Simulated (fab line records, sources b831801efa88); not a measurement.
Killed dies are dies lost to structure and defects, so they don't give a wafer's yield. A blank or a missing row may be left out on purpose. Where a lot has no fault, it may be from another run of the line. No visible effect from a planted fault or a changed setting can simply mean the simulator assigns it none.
A struck lot beside a sound one	flow gf180mcu	14 out of 602 route steps
Sound: the wafers L224.3, L224.4, L224.6. Struck: wafers L227.2, L227.4, L227.5. Last of all comes the cause.
Order at every step that has rows: each side's tool, ch and its chambers, its first start. Under that, the readings that differ: sound wafers	struck wafers	difference of the means	sigmas: that difference in standard deviations of wafers without a fault.
alike: a reading whose means differ by less than 2 such deviations, as well as words and numbers matching on both sides. not compared: withheld readings; readings where some wafer has no value; bounds like >300 that might hide an equal value; numbers whose values overlap and for which the record gives no deviation.
A row with sigmas, a row that says differs or no value, or rows on one side alone: a step with any of these is where the two part. When numbers do not overlap yet have no deviation, they are printed without sigmas and do not part them. A reading missing from all wafers of one side parts the sides only when that side holds two or more wafers.

GF_PASSIVATION_CVD_00: deposits SiO2 from TEOS, target thk 1000 nm, time 113.6 s.
  sound on pecvd-01 ch 0,1, day 28 06:03; struck on pecvd-04 ch 0,1, day 29 10:19
  alike: heaterPowerW
GF_PASSIVATION_THK_MEAS_01:
  sound: filmMetro-02 at day 28 06:09; struck: filmMetro-02 at day 29 10:23
  alike: PASSIVATION_CVD_00_THK
GF_PASSIVATION_CVD_02: deposits Si3N4, target thk 700 nm, time 486.18 s.
  sound on pecvd-04 ch 0,1,2, day 28 06:11; struck on pecvd-03 ch 0,2, day 29 10:26
  alike: heaterPowerW
GF_PASSIVATION_THK_MEAS_03:
  sound: filmMetro-04 at day 28 06:30; struck: filmMetro-02 at day 29 10:44
  alike: PASSIVATION_CVD_02_THK
then, 7 steps without rows for these wafers: GF_PASSIVATION_DEHYDRATE_04 (time 60 s); GF_PASSIVATION_HMDS_05 (prime time 60 s); GF_PASSIVATION_COAT_06 (resist thk 4000 nm); GF_PASSIVATION_SOFTBAKE_07; GF_PASSIVATION_EXPOSE_08 (exposes mask Pad, target cd 40000 nm); GF_PASSIVATION_PEB_09; GF_PASSIVATION_DEVELOP_10 (develop time 60 s).
GF_PASSIVATION_ETCH_11: etches the open film in CF4/O2, stops on TiN, target depth 1800 nm, time 400 s.
  sound on rieDiel-01 ch 0,1, day 29 01:38; struck on rieDiel-01 ch 0,2, day 30 05:25
  alike: drypumpMotorCurrentA, oesProductAu, throttleValvePct
  not compared: rfHoursCounterH
GF_PASSIVATION_STRIP_12: strips in O2/N2.
  sound on plasmaAsher-02 ch 0,1, day 29 01:55; struck on plasmaAsher-02 ch 1, day 30 05:39
  no value came back on the struck wafers for any of 5 readings (chamberPressureMTorr (mTorr), drypumpMotorCurrentA (A) and others); on the sound wafers chamberPressureMTorr (mTorr) reads 1500.6 1497.1 1500.3
reading	sound	struck	difference	sigmas
model.coat_of_PASSIVATION_COAT_06.thkNm (nm)	0 0 0	2803 2771 2796	+2790	
  not compared: rfHoursCounterH
then, 1 step without rows for these wafers: GF_PASSIVATION_ANNEAL_13 (time 1800 s).

WHERE THEY PART
Only at GF_PASSIVATION_STRIP_12, within this record.

WHY: what the simulator had put in
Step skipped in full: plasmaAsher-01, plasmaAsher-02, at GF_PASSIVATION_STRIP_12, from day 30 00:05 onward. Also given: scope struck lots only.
